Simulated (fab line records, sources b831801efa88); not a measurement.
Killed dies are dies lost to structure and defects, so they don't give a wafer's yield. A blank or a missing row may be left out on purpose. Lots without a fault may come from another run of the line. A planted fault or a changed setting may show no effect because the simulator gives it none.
A struck lot beside a sound one | flow sfq_line | 21 steps out of a route of 325
Sound: wafers L840.1, L840.2, L840.4. Struck: wafers L841.1, L841.2, L841.6. The cause comes at the end.
At each step with rows: each side's tool, then ch and its chambers, then its first start. Under that, the readings that differ: sound wafers | struck wafers | difference of the means | sigmas: that difference in standard deviations of wafers without a fault.
alike: readings whose means differ by less than 2 such deviations, and words and numbers that are the same on both sides. not compared: withheld readings, readings that some wafer has no value for, bounds like >300 that may hide the same value, and numbers for which the record gives no deviation and whose values overlap.
The two part at a step that has a row with sigmas, a row that says differs or no value, or rows on one side only. Numbers that don't overlap but have no deviation are shown without sigmas and don't part them. A reading that every wafer of one side lacks parts them only if that side has two wafers or more.

first, 3 steps without rows for these wafers: SFQ_TRILAYER_M3_LITHO_EXPOSE_076 (exposes mask M3, target cd 500 nm); SFQ_TRILAYER_M3_LITHO_PEB_078 (peb time 60 s); SFQ_TRILAYER_M3_LITHO_DEVELOP_077 (time 60 s).
SFQ_M3_OVL_MEAS_921:
  sound on overlay-01, day 52 00:23; struck on overlay-02, day 52 02:47
  alike: M3_OVL
SFQ_TRILAYER_M3_BARC_OPEN_METAL_ETCH_100: etches BARC in O2, target depth 125 nm, time 41.7 s.
  sound on rie_metal-03 ch 0,1, day 52 00:26; struck on rie_metal-04 ch 0,1, day 52 02:50
  alike: chamber_pressure_mTorr, drypump_motor_current_A, oes_product_au
  not compared: rf_hours_counter_h
then, 1 step without rows for these wafers: SFQ_TRILAYER_M3_ETCH_METAL_ETCH_078 (etches Nb in Cl2/Ar, stops on SiO2, target depth 240 nm, time 120 s).
SFQ_TRILAYER_M3_STRIP_STRIP_079: strips in O2.
  sound on rie_metal-03 ch 0,1, day 52 00:37; struck on rie_metal-04 ch 0,1, day 52 03:01
  alike: chamber_pressure_mTorr, drypump_motor_current_A, oes_product_au
  not compared: rf_hours_counter_h
then, 1 step without rows for these wafers: SFQ_TRILAYER_M3_STRIP_SOLV_CLEAN_080 (cleans in NMP, time 600 s).
SFQ_TRILAYER_I3_DEP_PECVD_081: deposits SiO2 from SiH4/N2O, time 111.11 s, target thk 500 nm.
  sound on pecvd-02 ch 0,1,2, day 52 01:23; struck on pecvd-02 ch 0,1, day 52 03:47
  alike: heater_power_w, showerhead_vpp_V, throttle_valve_pct
SFQ_TRILAYER_I3_CMP_CMP_082: polishes SiO2.
  sound on cmp-02 ch 1,2,3, day 52 13:59; struck on cmp-02 ch 0,1,2, day 52 16:29
  alike: motor_current_A, time_to_endpoint_s
SFQ_I3_BOW_MEAS_922:
  sound on film_metro-02, day 52 16:29; struck on film_metro-02, day 52 19:29
  alike: I3_BOW
then, 1 step without rows for these wafers: SFQ_TRILAYER_I3_METRO_MEASURE_083.
SFQ_TRILAYER_I3_VIA_LITHO_COAT_090: resist thk 62 nm.
  sound on litho_track-01 ch 0, day 52 17:49; struck on litho_track-04 ch 0, day 52 20:49
  reading                                                  | sound                | struck               | difference | sigmas
  spin_speed_rpm (rpm)                                     | 3001.5 3003.1 2998.9 | 2953.9 2956.0 2956.0 | -45.9      | -23
  model.BARC_of_TRILAYER_I3_VIA_LITHO_COAT_090.thk_nm (nm) | 62.24 62.06 62.18    | 62.59 62.55 62.61    | +0.42      |
then, 5 steps without rows for these wafers: SFQ_TRILAYER_I3_VIA_LITHO_COAT_085 (resist thk 650 nm); SFQ_TRILAYER_I3_VIA_LITHO_SOFTBAKE_089; SFQ_TRILAYER_I3_VIA_LITHO_EXPOSE_086 (exposes mask I3, target cd 500 nm); SFQ_TRILAYER_I3_VIA_LITHO_PEB_088 (peb time 60 s); SFQ_TRILAYER_I3_VIA_LITHO_DEVELOP_087 (time 60 s).
-- the record jumps here: 4 days lie between the struck wafers' starts before and after --
SFQ_I3_OVL_MEAS_923:
  sound on overlay-02, day 57 03:32; struck on overlay-02, day 57 05:56
  alike: I3_OVL
SFQ_TRILAYER_I3_VIA_BARC_OPEN_VIA_ETCH_121: etches BARC in O2, target depth 125 nm, time 41.7 s.
  sound on rie_diel-04 ch 0,2,3, day 57 03:34; struck on rie_diel-03 ch 0,1, day 57 05:58
  reading                  | sound             | struck            | difference | sigmas
  model.etch.depth_nm (nm) | 62.24 62.06 62.18 | 62.59 62.55 62.61 | +0.42      |
  alike: chamber_pressure_mTorr, drypump_motor_current_A, oes_product_au
  not compared: rf_hours_counter_h
SFQ_TRILAYER_I3_VIA_ETCH_VIA_ETCH_088: etches SiO2 in CHF3, stops on Nb, target depth 260 nm.
  sound on rie_diel-04 ch 0,2,3, day 57 03:37; struck on rie_diel-03 ch 0,1, day 57 06:01
  alike: chamber_pressure_mTorr, drypump_motor_current_A, oes_product_au

WHERE THEY PART
Only at SFQ_TRILAYER_I3_VIA_LITHO_COAT_090, within this record. Later steps at which nothing parts them and some readings are alike: SFQ_I3_OVL_MEAS_923, SFQ_TRILAYER_I3_VIA_BARC_OPEN_VIA_ETCH_121, SFQ_TRILAYER_I3_VIA_ETCH_VIA_ETCH_088.

WHY: what the simulator had put in
Process parameter drift: litho_track-04, from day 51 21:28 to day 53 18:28, at SFQ_TRILAYER_I3_VIA_LITHO_COAT_090. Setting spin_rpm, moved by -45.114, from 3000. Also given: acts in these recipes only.
